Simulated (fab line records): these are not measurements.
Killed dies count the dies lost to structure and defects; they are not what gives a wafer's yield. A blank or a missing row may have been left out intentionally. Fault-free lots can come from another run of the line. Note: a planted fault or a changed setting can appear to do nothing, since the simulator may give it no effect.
fab line records	flow sky130
record lots=6	wafers=18	last-day=50
route steps=708 shown VT_ADJUST_HVTR@139 VT_ADJUST_PCH@143 SONOS_TUNNEL@154 PAD_OPEN@708
lots with no fault: from the same line, run without faults
start-h: the number of hours between the record's first day and the start of the first shown wafer of the lot	wait-h: hours elapsed since this lot's preceding step	" as in the row above	L1.1+2: one row covering several wafers at once	- no value, or no start given	* or withheld: withheld	< > ~ a bound
route shown NAME@n: a module of which the file shows steps, and the number in the route of the first	usual: mean/standard deviation taken from wafers without a fault	same: alike in all rows	chamber/n: place in a boat	sites: the reading at each site	_std_site: their standard deviation	_edge_site: outer sites' mean less inner sites'	radius-mm: how far each site lies from the wafer's centre	mask NAME#n: copy n	behind: the tool/chamber that last shaped the wafer	hold: cause of the lot's hold/its duration in hours/its outcome	device: the transistor (n, p or np) that didn't switch	end of line: the same wafers' tests at the end of the route	a step without rows: its recipe alone	killed: not the wafer's yield, but the dies lost to structure and defects at the first sort	map: shows each die of a wafer: x if killed, . if not, _ if none is there
set.NAME: the setting the step ran with; set.NAME@STEP: the setting that earlier step ran with	model.NAME: the simulator's own value behind a step, which no gauge read
lots at selected steps of the route; one table per step, one row per wafer
services: when a tool's chamber went out of use (start-h, in hours from the record's first day, below 0 if earlier), for how many hours, and the reason
## steps
# step SKY_VT_ADJUST_HVTR_OVL_MEAS_08
# usual VT_ADJUST_HVTR_OVL=1.2/1.4
lot.wafer	tool	chamber	start-h	wait-h	VT_ADJUST_HVTR_OVL[nm]
L140.4	overlay-02	-	217.61	0.1	0.9
L140.5	"	-	"	"	1.2
L140.6	"	-	"	"	0.6
L151.1	overlay-02	-	304.06	0.1	1.9
L151.5	"	-	"	"	2.7
L151.6	"	-	"	"	1.4
L152.1	overlay-01	-	308.59	0.1	0.7
L152.3	"	-	"	"	0.8
L152.4	"	-	"	"	0.6
L156.3	overlay-02	-	337.66	0.1	-0.3
L156.4	"	-	"	"	0.1
L156.5	"	-	"	"	0.4
L158.1	overlay-02	-	349.36	0.1	1.9
L158.2	"	-	"	"	2.2
L158.3	"	-	"	"	1.9
L161.2	overlay-02	-	383.31	0.1	0.7
L161.4	"	-	"	"	-0.5
L161.5	"	-	"	"	1.1
# step SKY_VT_ADJUST_HVTR_IMPLANT_09
# recipe species=B	energy-kev=10	dose-cm2=2.1e+12	tilt-deg=withheld
# step SKY_VT_ADJUST_HVTR_STRIP_10
# recipe chemistry=O2/N2	power-w=1400	pressure-mtorr=1500	platen-temp-c=withheld	o2-flow-sccm=3000	n2-flow-sccm=300	overash-fraction=0.5
# usual drypump-motor-current-A=6.2/0.34	oes-product-au=0.715/0.0046	strip-time-to-endpoint-s=14.19/0.038
lot.wafer	tool	chamber	start-h	wait-h	drypump-motor-current-A	oes-product-au	rf-hours-counter-h	strip-time-to-endpoint-s
L140.4	plasma-asher-04	1	217.81	0.1	5.8	0.710	-	14.18
L140.5	"	0	"	"	6.6	0.719	-	14.24
L140.6	"	1	"	"	5.8	0.705	-	14.15
L151.1	plasma-asher-01	0	304.24	0.1	6.6	0.721	18	14.17
L151.5	"	1	"	"	5.9	0.710	-	14.16
L151.6	"	0	"	"	6.6	0.715	-	14.15
L152.1	plasma-asher-04	1	308.78	0.1	5.8	0.716	62	14.21
L152.3	"	1	"	"	5.8	0.716	-	14.22
L152.4	"	0	"	"	6.6	0.713	-	14.17
L156.3	plasma-asher-01	1	337.86	0.1	5.8	0.713	-	14.17
L156.4	"	0	"	"	6.6	0.714	-	14.21
L156.5	"	0	"	"	6.6	0.721	-	14.20
L158.1	plasma-asher-03	1	349.54	0.1	6.2	0.723	64	14.19
L158.2	"	0	"	"	6.0	0.716	64	14.19
L158.3	"	0	"	"	5.9	0.703	-	14.16
L161.2	plasma-asher-01	1	383.49	0.1	5.8	0.723	27	14.21
L161.4	"	1	"	"	5.8	0.706	-	14.18
L161.5	"	0	"	"	6.6	0.712	-	14.13
# step SKY_VT_ADJUST_HVTR_TW_MEAS_11
# usual VT_ADJUST_HVTR_TW=212.6/2.2
lot.wafer	tool	chamber	start-h	wait-h	VT_ADJUST_HVTR_TW
L140.4	film-metro-02	-	217.91	0.1	207.8
L140.5	"	-	"	"	207.7
L140.6	"	-	"	"	208.4
L151.1	film-metro-04	-	304.34	0.1	213.9
L151.5	"	-	"	"	213.2
L151.6	"	-	"	"	214.1
L152.1	film-metro-03	-	308.88	0.1	213.4
L152.3	"	-	"	"	211.9
L152.4	"	-	"	"	213.6
L156.3	film-metro-02	-	337.95	0.1	208.4
L156.4	"	-	"	"	208.6
L156.5	"	-	"	"	208.5
L158.1	film-metro-03	-	349.64	0.1	213.0
L158.2	"	-	"	"	214.5
L158.3	"	-	"	"	212.9
L161.2	film-metro-03	-	383.60	0.1	212.8
L161.4	"	-	"	"	213.5
L161.5	"	-	"	"	213.6
# step SKY_VT_ADJUST_PCH_DEHYDRATE_00
# recipe temp-c=200	time-s=60
# step SKY_VT_ADJUST_PCH_HMDS_01
# recipe prime-time-s=60	prime-temp-c=120
# step SKY_VT_ADJUST_PCH_COAT_02
# recipe spin-rpm=2000	resist-thk-nm=3000
# step SKY_VT_ADJUST_PCH_SOFTBAKE_03
# recipe temp-c=110	time-s=withheld
# step SKY_VT_ADJUST_PCH_EXPOSE_04
# recipe mask-id=NWM	na=0.6	source-shape=conventional	sigma-outer=0.6	polarization=unpolarized	target-cd-nm=840	dose-mj=255
# step SKY_VT_ADJUST_PCH_PEB_05
# recipe temp-c=115	time-s=withheld
# step SKY_VT_ADJUST_PCH_DEVELOP_06
# recipe wall-angle-deg=90	developer=TMAH	develop-time-s=60	dev-temp-c=23
# step SKY_VT_ADJUST_PCH_OVL_MEAS_07
# usual VT_ADJUST_PCH_OVL=-0.4/1.6
lot.wafer	tool	chamber	start-h	wait-h	VT_ADJUST_PCH_OVL[nm]
L140.4	overlay-01	-	240.89	-	-3.7
L140.5	"	-	"	"	-3.6
L140.6	"	-	"	"	-3.0
L151.1	overlay-02	-	330.75	-	1.9
L151.5	"	-	"	"	3.0
L151.6	"	-	"	"	2.6
L152.1	overlay-01	-	335.47	-	-1.9
L152.3	"	-	"	"	-2.8
L152.4	"	-	"	"	-2.7
L156.3	overlay-01	-	364.64	-	-0.7
L156.4	"	-	"	"	0.3
L156.5	"	-	"	"	-0.1
L158.1	overlay-01	-	378.32	-	-1.4
L158.2	"	-	"	"	-1.7
L158.3	"	-	"	"	-1.4
L161.2	overlay-02	-	412.41	-	-3.1
L161.4	"	-	"	"	0.7
L161.5	"	-	"	"	-0.3
# step SKY_VT_ADJUST_PCH_IMPLANT_08
# recipe species=B	energy-kev=10	dose-cm2=5e+11	tilt-deg=withheld
# usual dose-ions-cm2=5e+11/4.5e+08	faraday-current-uA=2.81/0.052
lot.wafer	tool	chamber	start-h	wait-h	dose-ions-cm2	faraday-current-uA
L140.4	implanter-03	0	240.99	0.1	4.996e+11	2.84
L140.5	"	0	"	"	4.997e+11	2.86
L140.6	"	0	"	"	5.001e+11	2.77
L151.1	implanter-04	0	330.79	0.0	5.003e+11	2.78
L151.5	"	0	"	"	4.993e+11	2.89
L151.6	"	0	"	"	5.002e+11	2.77
L152.1	implanter-04	0	335.51	0.0	1.373e+11	0.77
L152.3	"	0	"	"	1.383e+11	0.78
L152.4	"	0	"	"	1.371e+11	0.75
L156.3	implanter-02	0	364.71	0.1	5.006e+11	2.76
L156.4	"	0	"	"	5.007e+11	2.81
L156.5	"	0	"	"	5.004e+11	2.83
L158.1	implanter-04	0	378.36	0.0	1.364e+11	0.79
L158.2	"	0	"	"	1.378e+11	0.77
L158.3	"	0	"	"	1.367e+11	0.76
L161.2	implanter-03	0	412.46	0.0	5.003e+11	2.84
L161.4	"	0	"	"	5.002e+11	2.82
L161.5	"	0	"	"	5.003e+11	2.82
# step SKY_VT_ADJUST_PCH_STRIP_09
# recipe chemistry=O2/N2	power-w=1400	pressure-mtorr=1500	platen-temp-c=withheld	o2-flow-sccm=3000	n2-flow-sccm=300	overash-fraction=0.5
# usual drypump-motor-current-A=6.0/0.54	oes-product-au=0.722/0.0044	strip-time-to-endpoint-s=36.90/0.13
lot.wafer	tool	chamber	start-h	wait-h	drypump-motor-current-A	oes-product-au	rf-hours-counter-h	strip-time-to-endpoint-s
L140.4	plasma-asher-02	0	241.09	0.1	5.0	0.711	-	36.86
L140.5	"	0	"	"	5.0	0.724	-	36.92
L140.6	"	1	"	"	6.1	0.726	-	36.83
L151.1	plasma-asher-04	0	330.94	0.1	6.6	0.723	64	37.20
L151.5	"	1	"	"	5.8	0.724	-	37.15
L151.6	"	0	"	"	6.6	0.716	-	37.14
L152.1	plasma-asher-02	0	335.66	0.1	5.0	0.721	52	36.93
L152.3	"	0	"	"	5.0	0.727	-	36.94
L152.4	"	1	"	"	6.1	0.727	-	37.02
L156.3	plasma-asher-04	0	364.84	0.1	6.6	0.712	-	36.56
L156.4	"	1	"	"	5.8	0.729	-	36.72
L156.5	"	0	"	"	6.6	0.717	-	36.61
L158.1	plasma-asher-04	0	378.51	0.1	6.6	0.723	69	36.73
L158.2	"	1	"	"	5.8	0.719	69	36.74
L158.3	"	1	"	"	5.8	0.723	-	36.76
L161.2	plasma-asher-04	0	412.59	0.1	6.6	0.718	72	36.94
L161.4	"	0	"	"	6.6	0.723	-	36.95
L161.5	"	1	"	"	5.8	0.723	-	36.95
# step SKY_VT_ADJUST_PCH_TW_MEAS_10
# usual VT_ADJUST_PCH_TW=143.0/1.7
lot.wafer	tool	chamber	start-h	wait-h	VT_ADJUST_PCH_TW
L140.4	film-metro-01	-	241.19	0.1	139.8
L140.5	"	-	"	"	140.2
L140.6	"	-	"	"	141.1
L151.1	film-metro-03	-	331.04	0.1	145.0
L151.5	"	-	"	"	144.3
L151.6	"	-	"	"	144.2
L152.1	film-metro-01	-	335.76	0.1	102.2
L152.3	"	-	"	"	101.8
L152.4	"	-	"	"	102.1
L156.3	film-metro-03	-	364.93	0.1	144.8
L156.4	"	-	"	"	143.7
L156.5	"	-	"	"	144.1
L158.1	film-metro-04	-	378.61	0.1	104.5
L158.2	"	-	"	"	103.9
L158.3	"	-	"	"	104.6
L161.2	film-metro-04	-	412.70	0.1	146.2
L161.4	"	-	"	"	145.9
L161.5	"	-	"	"	146.5
# step SKY_SONOS_TUNNEL_DEHYDRATE_00
# recipe temp-c=200	time-s=60
# step SKY_PAD_OPEN_PROBE_99
# usual killed_at_M0_to_M3=44/7.4	killed_at_M4_up=3.0/1.8	killed-at-contacts=24/5.1	killed-at-front-end=15/4.3	killed-at-other=0.3/0.54	killed-dies=86/9.9	killed-open=47/7.1	killed-short=38/6.7
# same gross-dies=492	killed-at-back-side=0
lot.wafer	tool	chamber	start-h	wait-h	killed_at_M0_to_M3	killed_at_M4_up	killed-at-contacts	killed-at-front-end	killed-at-other	killed-dies	killed-open	killed-short	model.etest.nfet_16v.r-on-ohm-um	model.etest.pfet-g5v0d10v5.r-on-ohm-um	model.etest.tip_p_5v.rs-ohm-sq	model.etest.pfet-g5v0d10v5.drive-ua-um	model.etest.pfet_01v8_lvt.drive-ua-um	model.etest.pfet_16v.drive-ua-um	model.etest.pfet_01v8_mvt.drive-ua-um	model.etest.pfet_01v8_lvt.off-log10-a-um
L140.4	prober-01	-	1097.44	0.2	44	3	23	14	0	84	53	31	1.409e+04	4790	2872	339.2	176.1	239.9	151.4	-8.793
L140.5	prober-01	-	1097.49	0.2	44	2	17	16	0	79	31	48	1.417e+04	4821	2860	334.4	174.8	238.3	147.2	-8.858
L140.6	prober-01	-	1097.54	0.2	34	0	31	9	0	74	33	41	1.431e+04	4785	2882	338.7	175.4	243.1	149.4	-8.823
L151.1	prober-01	-	1161.07	0.1	39	3	25	11	0	78	39	39	1.418e+04	4707	2870	346.6	174.1	244	151.1	-9.182
L151.5	prober-01	-	1161.27	0.2	52	6	27	16	0	101	46	55	1.43e+04	4725	2880	342.8	172.1	244.8	148.4	-9.094
L151.6	prober-01	-	1161.32	0.2	45	6	22	15	0	88	45	43	1.42e+04	4703	2876	347.6	175.9	247.5	152.1	-8.938
L152.1	prober-02	-	1164.71	0.1	34	3	24	18	1	80	44	36	1.347e+04	4864	2922	325.8	163.6	235.3	149.2	-10.44
L152.3	prober-02	-	1164.81	0.2	44	3	27	16	0	90	48	42	1.325e+04	4886	2946	327.8	164.2	240	151.9	-10.14
L152.4	prober-02	-	1164.86	0.2	37	2	26	27	0	92	52	40	1.346e+04	4973	2949	319.7	162.3	232.3	148.6	-10.38
L156.3	prober-02	-	1179.93	0.2	49	4	28	19	0	100	58	42	1.427e+04	4608	2848	353.7	176.2	253.6	154.3	-8.485
L156.4	prober-02	-	1179.98	0.2	55	4	28	8	0	95	49	46	1.409e+04	4577	2850	354.7	178	255.9	156.2	-8.506
L156.5	prober-02	-	1180.03	0.2	41	5	27	12	0	85	47	38	1.418e+04	4678	2835	349.2	175.4	255.3	153.8	-8.606
L158.1	prober-02	-	1192.72	0.1	43	0	22	8	0	73	48	25	1.392e+04	5032	2916	317.4	163.1	236.8	142.1	-10.07
L158.2	prober-02	-	1192.77	0.1	45	2	30	15	0	92	54	38	1.381e+04	4947	2877	328.1	162.3	236.7	142.4	-9.91
L158.3	prober-02	-	1192.82	0.2	42	4	24	10	0	80	35	45	1.374e+04	4951	2899	323.1	162.9	239.8	142	-10.18
L161.2	prober-02	-	1208.69	0.1	32	7	19	20	0	78	45	33	1.418e+04	4645	2857	352.7	177	252.5	156.7	-8.908
L161.4	prober-02	-	1208.79	0.2	53	3	31	16	0	103	67	36	1.427e+04	4799	2860	339.7	174	252.3	151.8	-8.886
L161.5	prober-02	-	1208.84	0.2	48	0	25	19	0	92	43	49	1.419e+04	4791	2887	344.6	175.5	250.3	154.3	-8.908
# killed by level:class
L140.4 VIA1:geometric-particle:open=10 VIA3:geometric-particle:open=10 VIA2:geometric-particle:open=9 CONTACT:geometric-particle:open=7 LOCAL_INTERCONNECT:geometric-particle:short=5 CONTACT:geometric-particle:short=5 POLY_GATE:geometric-particle:open=4 POLY_GATE:geometric-particle:short=3
L140.5 FIELD_ISO:geometric-particle:short=8 LI_CONTACT:geometric-particle:open=8 METAL2:geometric-particle:short=7 VIA3:geometric-particle:open=6 METAL1:geometric-particle:short=5 VIA1:geometric-particle:open=5 VIA2:geometric-particle:open=5 VIA2:geometric-particle:short=5
L140.6 LI_CONTACT:geometric-particle:open=12 VIA3:geometric-particle:short=7 METAL1:geometric-particle:short=6 CONTACT:geometric-particle:short=5 LI_CONTACT:geometric-particle:short=5 CONTACT:geometric-particle:open=5 LOCAL_INTERCONNECT:geometric-particle:short=4 METAL2:geometric-particle:short=4
L151.1 VIA1:geometric-particle:open=11 CONTACT:geometric-particle:open=9 LI_CONTACT:geometric-particle:open=8 FIELD_ISO:geometric-particle:short=7 VIA3:geometric-particle:short=7 VIA1:geometric-particle:short=5 CONTACT:geometric-particle:short=4 METAL2:geometric-particle:short=4
L151.5 VIA1:geometric-particle:open=11 LOCAL_INTERCONNECT:geometric-particle:short=9 CONTACT:geometric-particle:open=8 VIA1:geometric-particle:short=8 METAL2:geometric-particle:short=8 VIA2:geometric-particle:open=8 FIELD_ISO:geometric-particle:short=6 LI_CONTACT:geometric-particle:open=6
L151.6 VIA1:geometric-particle:open=16 POLY_GATE:geometric-particle:short=7 METAL2:geometric-particle:short=6 VIA1:geometric-particle:short=6 VIA2:geometric-particle:open=5 CONTACT:geometric-particle:open=5 CONTACT:geometric-particle:short=5 METAL1:geometric-particle:short=5
L152.1 CONTACT:geometric-particle:short=7 VIA1:geometric-particle:open=7 LI_CONTACT:geometric-particle:open=7 METAL2:geometric-particle:short=7 VIA2:geometric-particle:open=7 FIELD_ISO:geometric-particle:short=6 VIA3:geometric-particle:open=5 SPACER:geometric-particle:short=4
L152.3 VIA1:geometric-particle:open=10 CONTACT:geometric-particle:open=9 METAL2:geometric-particle:short=8 LI_CONTACT:geometric-particle:open=6 CONTACT:geometric-particle:short=6 VIA3:geometric-particle:open=6 LI_CONTACT:geometric-particle:short=5 METAL1:geometric-particle:short=5
L152.4 CONTACT:geometric-particle:open=14 VIA1:geometric-particle:open=9 FIELD_ISO:geometric-particle:short=8 FIELD_ISO:geometric-particle:open=6 VIA3:geometric-particle:open=6 LI_CONTACT:geometric-particle:open=5 VIA2:geometric-particle:open=5 POLY_GATE:geometric-particle:short=4
L156.3 VIA1:geometric-particle:open=14 CONTACT:geometric-particle:open=11 VIA1:geometric-particle:short=8 LI_CONTACT:geometric-particle:open=8 POLY_GATE:geometric-particle:open=5 METAL1:geometric-particle:short=5 VIA3:geometric-particle:open=5 FIELD_ISO:geometric-particle:open=4
L156.4 VIA1:geometric-particle:open=17 LI_CONTACT:geometric-particle:open=10 VIA1:geometric-particle:short=8 METAL2:geometric-particle:short=7 LI_CONTACT:geometric-particle:short=6 CONTACT:geometric-particle:open=6 CONTACT:geometric-particle:short=5 VIA2:geometric-particle:open=5
L156.5 LI_CONTACT:geometric-particle:open=10 VIA1:geometric-particle:open=9 VIA2:geometric-particle:open=7 CONTACT:geometric-particle:open=6 VIA3:geometric-particle:open=6 VIA3:geometric-particle:short=5 VIA1:geometric-particle:short=5 CONTACT:geometric-particle:short=4
L158.1 VIA2:geometric-particle:open=11 VIA1:geometric-particle:open=10 LI_CONTACT:geometric-particle:open=8 CONTACT:geometric-particle:open=8 METAL3:geometric-particle:short=5 VIA3:geometric-particle:open=5 METAL2:geometric-particle:short=4 VIA2:geometric-particle:short=4
L158.2 VIA1:geometric-particle:open=13 LI_CONTACT:geometric-particle:open=11 CONTACT:geometric-particle:open=9 CONTACT:geometric-particle:short=8 VIA3:geometric-particle:open=6 METAL1:geometric-particle:short=5 VIA2:geometric-particle:open=5 FIELD_ISO:geometric-particle:short=4
L158.3 METAL1:geometric-particle:short=10 VIA1:geometric-particle:open=9 CONTACT:geometric-particle:open=9 METAL3:geometric-particle:short=6 LI_CONTACT:geometric-particle:short=4 LI_CONTACT:geometric-particle:open=4 VIA1:geometric-particle:short=4 FIELD_ISO:geometric-particle:short=3
L161.2 VIA1:geometric-particle:open=10 CONTACT:geometric-particle:open=8 FIELD_ISO:geometric-particle:open=7 VIA2:geometric-particle:open=6 METAL4:geometric-particle:short=6 LI_CONTACT:geometric-particle:open=5 FIELD_ISO:geometric-particle:short=4 SPACER:geometric-particle:short=4
L161.4 VIA1:geometric-particle:open=23 CONTACT:geometric-particle:open=14 LI_CONTACT:geometric-particle:open=7 LOCAL_INTERCONNECT:geometric-particle:short=6 VIA1:geometric-particle:short=6 METAL1:geometric-particle:short=5 POLY_GATE:geometric-particle:open=4 SPACER:geometric-particle:short=4
L161.5 VIA1:geometric-particle:open=10 METAL2:geometric-particle:short=10 CONTACT:geometric-particle:short=7 CONTACT:geometric-particle:open=7 FIELD_ISO:geometric-particle:short=6 VIA3:geometric-particle:open=6 LOCAL_INTERCONNECT:geometric-particle:short=5 VIA1:geometric-particle:short=5
## services
tool	chamber	start-h	hours	kind
implanter-02	-	194.94	1.6	repair
plasma-asher-03	-	213.50	2.7	repair
plasma-asher-01	-	255.79	0.8	repair
plasma-asher-01	-	257.47	2.8	pm
implanter-03	-	283.06	2.9	pm
plasma-asher-03	-	306.54	2.8	pm
implanter-03	-	306.75	1.8	repair
implanter-04	-	308.66	3.3	pm
implanter-02	-	328.30	1.6	repair
implanter-03	-	329.70	3.7	repair
implanter-03	-	332.96	1.4	repair
plasma-asher-03	-	381.66	4.0	pm
implanter-03	-	393.98	2.2	repair
plasma-asher-02	-	403.98	2.8	pm
## key
first-sign step=SKY_VT_ADJUST_PCH_IMPLANT_08	reading=dose-ions-cm2	direction=down	sigmas=99+	usual=*	struck=*
effect step=SKY_VT_ADJUST_PCH_IMPLANT_08	reading=faraday-current-uA	direction=down	sigmas=39	usual=2.81	struck=0.77
effect step=SKY_VT_ADJUST_PCH_TW_MEAS_10	reading=VT_ADJUST_PCH_TW	direction=down	sigmas=23	usual=143.0	struck=103.2
model-effect step=SKY_PAD_OPEN_PROBE_99	value=etest.nfet_16v.r-on-ohm-um	without=1.401e+04	struck=1.361e+04
met-at SKY_VT_ADJUST_PCH_IMPLANT_08
struck-wafers L152.1,L152.3,L152.4,L158.1,L158.2,L158.3
tester-left-out L152,L158
onset-between 330.79 335.51
fault kind=process-parameter-drift	tool=implanter-04	chamber=-	onset-h=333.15	steps=SKY_VT_ADJUST_PCH_IMPLANT_08	channel=dose-cm2	offset=*	shape=step	end-h=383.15	acts-in=*	stated=*
# tester-left-out: of these lots the tester's yield and bins aren't shown, on N5 and GAA mostly nor the transistor test; their killed dies are dies lost to structure and defects alone, not to doping, threshold or leakage, so they don't give the yield
